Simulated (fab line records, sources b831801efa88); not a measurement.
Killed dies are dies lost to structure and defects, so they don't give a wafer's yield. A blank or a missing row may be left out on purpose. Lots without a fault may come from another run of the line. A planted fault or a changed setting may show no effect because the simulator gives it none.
Chamber matching | flow sky130 | SKY_POLY_GATE_ETCH_17 on rie_si-01: 4 sister chambers
The step etches poly-Si in HBr/Cl2, stops on SiO2, target depth 180 nm, time 70.5 s. 22 wafers are shown with their chamber, then 11 later ones without.

WAFERS WITH THEIR CHAMBER
wafer  | chamber | drypump_motor_current_A (A) | throttle_valve_pct (%) | mfc_cl2_sccm (sccm)
L077.2 | 2       | 6.2                         | 33.697                 | 50.03
L077.3 | 0       | 5.3                         | 33.687                 | 50.09
L077.6 | 3       | 6.6                         | 33.697                 | 50.08
L078.3 | 0       | 5.3                         | 33.671                 | 50.29
L078.4 | 3       | 6.6                         | 33.703                 | 49.89
L078.5 | 1       | 5.3                         | 33.678                 | 50.31
L082.3 | 0       | 5.3                         | 33.673                 | 50.00
L082.4 | 2       | 6.2                         | 33.692                 | 50.06
L082.6 | 2       | 6.3                         | 33.675                 | 50.15
L083.1 | 2       | 6.2                         | 33.685                 | 49.60
L083.2 | 3       | 6.6                         | 33.696                 | 49.88
L083.5 | 0       | 5.3                         | 33.674                 | 50.31
L085.1 | 2       | 6.2                         | 33.688                 | 50.20
L085.4 | 1       | 5.3                         | 33.678                 | 50.03
L085.6 | 2       | 6.2                         | 33.683                 | 50.19
L087.2 | 3       | 6.6                         | 33.697                 | 50.09
L087.4 | 1       | 5.3                         | 33.704                 | 49.99
L087.5 | 1       | 5.3                         | 33.695                 | 49.95
L089.2 | 1       | 5.3                         | 33.688                 | 49.76
L089.3 | 2       | 6.2                         | 33.678                 | 49.75
L089.6 | 3       | 6.6                         | 33.684                 | 49.92
L091.1 | 3       | 6.6                         | 33.681                 | 50.32

SIGNATURES (means of the wafers above)
reading                 | chamber 0 | chamber 1 | chamber 2 | chamber 3 | scatter within a chamber
drypump_motor_current_A | 5.300     | 5.300     | 6.214     | 6.600     | 0.0218
throttle_valve_pct      | 33.67625  | 33.68860  | 33.68543  | 33.69300  | 0.00876
mfc_cl2_sccm            | 50.1725   | 50.0080   | 49.9971   | 50.0300   | 0.197
Rule: a wafer's distance from a chamber is the root of the sum, over the readings, of the square of ((its reading less the chamber's mean) divided by the reading's scatter). The wafer belongs to the nearest chamber; if the next one is less than 2 further off, it can't be placed. The scatter: the root of (the sum of the squares of (reading less its chamber's mean) over the shown wafers, divided by (wafers less chambers)).

WAFERS WITHOUT THEIR CHAMBER
wafer  | drypump_motor_current_A (A) | throttle_valve_pct (%) | mfc_cl2_sccm (sccm)
L091.2 | 5.3                         | 33.694                 | 49.85
L091.4 | 5.3                         | 33.672                 | 50.21
L093.2 | 6.2                         | 33.692                 | 49.89
L093.4 | 5.3                         | 33.693                 | 50.07
L093.5 | 5.3                         | 33.684                 | 50.19
L095.1 | 6.2                         | 33.671                 | 50.02
L095.4 | 5.3                         | 33.694                 | 49.83
L095.6 | 6.2                         | 33.668                 | 49.89
L097.2 | 5.3                         | 33.670                 | 50.02
L097.4 | 5.3                         | 33.693                 | 50.12
L097.6 | 6.6                         | 33.681                 | 50.06

WHICH CHAMBER EACH WENT THROUGH
wafer  | from the rows above     | in truth
L091.2 | can't be placed: 1 or 0 | 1
L091.4 | can't be placed: 0 or 1 | 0
L093.2 | 2                       | 2
L093.4 | can't be placed: 1 or 0 | 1
L093.5 | can't be placed: 0 or 1 | 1
L095.1 | 2                       | 2
L095.4 | can't be placed: 1 or 0 | 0
L095.6 | 2                       | 2
L097.2 | can't be placed: 0 or 1 | 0
L097.4 | can't be placed: 1 or 0 | 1
L097.6 | 3                       | 3
Placed correctly: 4 of 11. Can't be placed from these rows: 7 (the true chamber is among the candidates in 7). Placed wrongly: 0.
